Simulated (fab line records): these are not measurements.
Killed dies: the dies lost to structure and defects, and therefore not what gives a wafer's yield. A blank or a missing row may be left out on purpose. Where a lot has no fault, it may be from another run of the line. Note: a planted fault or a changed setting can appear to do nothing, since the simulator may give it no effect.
A struck lot beside a sound one ; flow sky130 ; 22 steps out of a route of 708
Sound: these wafers, L745.1, L745.3, L745.6. The struck wafers were L750.4, L750.5, L750.6. The cause is named last.
For every step that has rows: the tool of each side, followed by ch and its chambers, followed by its first start. Under that, the readings that differ: sound wafers ; struck wafers ; difference of the means ; sigmas: that difference in standard deviations of wafers without a fault.
alike: same words and numbers on both sides, and readings whose means sit less than 2 such deviations apart. not compared: any withheld reading, any reading some wafer has no value for, any bound like >300 that may hide the same value, and any number with overlapping values for which the record gives no deviation.
A row with sigmas, a row that says differs or no value, or rows on one side alone: a step with any of these is where the two part. Numbers that have no deviation but don't overlap get no sigmas and don't part them. A reading that every wafer of one side lacks parts them only if that side has two wafers or more.

first, 4 steps without rows for these wafers: SKY_PWDE_SOFTBAKE_03; SKY_PWDE_EXPOSE_04 (exposes mask PWDEM, target cd 840 nm); SKY_PWDE_PEB_05; SKY_PWDE_DEVELOP_06 (develop time 60 s).
SKY_PWDE_OVL_MEAS_07:
  sound on overlay-02, day 4 08:53; struck on overlay-01, day 5 11:46
  alike: PWDE_OVL
then, 1 step without rows for these wafers: SKY_PWDE_IMPLANT_08.
SKY_PWDE_STRIP_09: strips in O2/N2.
  sound on plasma asher-04 ch 0,1, day 4 09:04; struck on plasma asher-02 ch 0,1, day 5 11:58
  alike: drypump motor current A, oes product au, strip time to endpoint s
  not compared: rf hours counter h
SKY_PWDE_TW_MEAS_10:
  sound on film metro-01, day 4 09:10; struck on film metro-02, day 5 12:04
  alike: PWDE_TW
then, 4 steps without rows for these wafers: SKY_NWELL_DEHYDRATE_03 (time 60 s); SKY_NWELL_HMDS_04 (prime time 60 s); SKY_NWELL_COAT_05 (resist thk 3000 nm); SKY_NWELL_SOFTBAKE_06.
SKY_NWELL_EXPOSE_07: exposes mask NWM, target cd 840 nm.
  sound on iline stepper-01 ch 0, day 4 17:59; struck on iline stepper-01 ch 0, day 5 20:40
reading;sound;struck;difference;sigmas
mask;NWM#0 NWM#0 NWM#0;PWDEM#0 PWDEM#0 PWDEM#0;differs;
  alike: exposure dose mJ cm2
then, 2 steps without rows for these wafers: SKY_NWELL_PEB_08; SKY_NWELL_DEVELOP_09 (develop time 60 s).
SKY_NWELL_OVL_MEAS_10:
  sound on overlay-01, day 5 01:11; struck on overlay-02, day 6 06:15
reading;sound;struck;difference;sigmas
NWELL_00_OVL (nm);0.7 1.6 2.7;- - -;no value on the struck wafers;
then, 3 steps without rows for these wafers: SKY_NWELL_IMPLANT_11; SKY_NWELL_IMPLANT_12; SKY_NWELL_IMPLANT_13.
SKY_NWELL_STRIP_14: strips in O2/N2.
  sound on plasma asher-04 ch 0,1, day 5 01:40; struck on plasma asher-03 ch 0,1, day 6 06:45
  alike: drypump motor current A, oes product au, strip time to endpoint s
  not compared: rf hours counter h
SKY_NWELL_TW_MEAS_15:
  sound on film metro-01, day 5 01:46; struck on film metro-01, day 6 06:51
reading;sound;struck;difference;sigmas
NWELL_TW;1842 1847 1843;30 30 31;-1814;-99 or more
then, 1 step without rows for these wafers: SKY_NWELL_DEHYDRATE_16 (time 60 s).

== WHERE THEY PART ==
Earliest at SKY_NWELL_EXPOSE_07; latest, in this record, at SKY_NWELL_TW_MEAS_15.

WHY: what had been put in by the simulator
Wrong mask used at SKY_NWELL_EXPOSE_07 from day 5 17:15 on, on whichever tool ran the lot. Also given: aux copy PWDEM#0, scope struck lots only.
